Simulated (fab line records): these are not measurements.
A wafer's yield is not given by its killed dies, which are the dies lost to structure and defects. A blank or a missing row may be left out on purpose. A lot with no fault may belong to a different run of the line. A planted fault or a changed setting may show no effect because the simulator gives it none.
Comparing a struck lot with a sound one + flow sky130 + 38 out of 708 route steps
Sound: these wafers, L783.2, L783.3, L783.5. Wafers L777.1, L777.3, L777.4 were the ones struck. Last of all comes the cause.
Per side, at each step with rows, come the tool, then ch with its chambers, and then its first start. Under that, the readings that differ: sound wafers + struck wafers + difference of the means + sigmas: that difference in standard deviations of wafers without a fault.
alike: readings with means less than 2 such deviations apart, plus words and numbers identical on both sides. not compared: withheld readings, readings lacking a value on some wafer, bounds such as >300 that could conceal the same value, and numbers that have no deviation in the record and whose values overlap.
The two part at a step that has a row with sigmas, a row that says differs or no value, or rows on one side only. Numbers that don't overlap but have no deviation are shown without sigmas and don't part them. A reading missing from all wafers of one side parts the sides only when that side holds two or more wafers.

first, 10 steps without rows for these wafers: SKY_DNWELL_DEVELOP_06 (develop time 60 s); SKY_DNWELL_IMPLANT_07; SKY_DNWELL_STRIP_08 (strips in O2/N2); SKY_PWDE_DEHYDRATE_00 (time 60 s); SKY_PWDE_HMDS_01 (prime time 60 s); SKY_PWDE_COAT_02 (resist thk 3000 nm); SKY_PWDE_SOFTBAKE_03; SKY_PWDE_EXPOSE_04 (exposes mask PWDEM, target cd 840 nm); SKY_PWDE_PEB_05; SKY_PWDE_DEVELOP_06 (develop time 60 s).
SKY_PWDE_IMPLANT_08:
  sound on implanter-02 ch 0, day 7 02:26; struck on implanter-04 ch 0, day 5 17:28
| reading            | sound                         | struck                        | difference | sigmas |
|--------------------|-------------------------------|-------------------------------|------------|--------|
| dose ions cm2      | 3.598e+12 3.597e+12 3.609e+12 | 3.896e+12 3.886e+12 3.889e+12 | +2.890e+11 | +76    |
| faraday current uA | 20.5 20.5 20.7                | 21.3 22.1 21.8                | +1.2       | +3     |
then, 1 step without rows for these wafers: SKY_PWDE_STRIP_09 (strips in O2/N2).
SKY_PWDE_TW_MEAS_10:
  sound: film metro-04 at day 7 02:40; struck: film metro-04 at day 5 17:43
| reading | sound             | struck            | difference | sigmas |
|---------|-------------------|-------------------|------------|--------|
| PWDE_TW | 364.9 366.2 364.9 | 376.0 376.6 376.6 | +11.1      | +4     |
  not compared: hold
then, 22 steps without rows for these wafers: SKY_NWELL_DEHYDRATE_03 (time 60 s); SKY_NWELL_HMDS_04 (prime time 60 s); SKY_NWELL_COAT_05 (resist thk 3000 nm); SKY_NWELL_SOFTBAKE_06; SKY_NWELL_EXPOSE_07 (exposes mask NWM, target cd 840 nm); SKY_NWELL_PEB_08; SKY_NWELL_DEVELOP_09 (develop time 60 s); SKY_NWELL_IMPLANT_11; SKY_NWELL_IMPLANT_12; SKY_NWELL_IMPLANT_13; SKY_NWELL_STRIP_14 (strips in O2/N2); SKY_NWELL_DEHYDRATE_16 (time 60 s); SKY_NWELL_HMDS_17 (prime time 60 s); SKY_NWELL_COAT_18 (resist thk 3000 nm); SKY_NWELL_SOFTBAKE_19; SKY_NWELL_EXPOSE_20 (exposes mask NWM COMPLEMENT, target cd 840 nm); SKY_NWELL_PEB_21; SKY_NWELL_DEVELOP_22 (develop time 60 s); SKY_NWELL_IMPLANT_24; SKY_NWELL_STRIP_25 (strips in O2/N2); SKY_NWELL_CLEAN_27 (cleans in SC1/SC2, time 150 s); SKY_NWELL_RTA_28 (time 30 s).
SKY_NWELL_RS_MEAS_31: measures by four-point-probe.
  sound: film metro-04 at day 8 19:06; struck: film metro-02 at day 7 08:00
| reading          | sound          | struck         | difference | sigmas |
|------------------|----------------|----------------|------------|--------|
| PWDE_RS (ohm/sq) | 5286 5282 5283 | 4950 4942 4967 | -331       | -17    |
  not compared: hold
SKY_VT_ADJUST_HVTP_DEHYDRATE_00: time 60 s.
  sound on litho track-03 ch 0, day 9 05:51; struck on litho track-01 ch 0, day 7 16:59
| reading | sound | struck                                                                     | difference                   | sigmas |
|---------|-------|----------------------------------------------------------------------------|------------------------------|--------|
| hold    | - - - | await dispo/2.2h/release await dispo/2.2h/release await dispo/2.2h/release | no value on the sound wafers |        |
-- here the record skips 40 days between the struck wafers' starts before and after, leaving off in module VT_ADJUST_HVTP and picking up in module PAD_OPEN (first step shown: number 708 of the route) --
SKY_PAD_OPEN_PROBE_99:
  sound: prober-02 at day 49 10:29; struck: prober-02 at day 47 21:16
| reading                                   | sound          | struck         | difference | sigmas |
|-------------------------------------------|----------------|----------------|------------|--------|
| model.etest.res pwde under gate.rs ohm sq | 6248 6314 6298 | 5764 5747 5748 | -534       |        |
  alike: killed_at_M0_to_M3, killed_at_M4_up, killed at contacts, killed at front end, killed at other, killed dies, killed open, killed short

WHERE THEY PART
Last at SKY_VT_ADJUST_HVTP_DEHYDRATE_00 as far as this record goes, first at SKY_PWDE_IMPLANT_08. Later steps at which nothing parts them and some readings are alike: SKY_PAD_OPEN_PROBE_99.

WHY: the cause the simulator had injected
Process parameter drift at SKY_PWDE_IMPLANT_08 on implanter-04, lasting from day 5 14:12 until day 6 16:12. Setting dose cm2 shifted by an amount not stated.
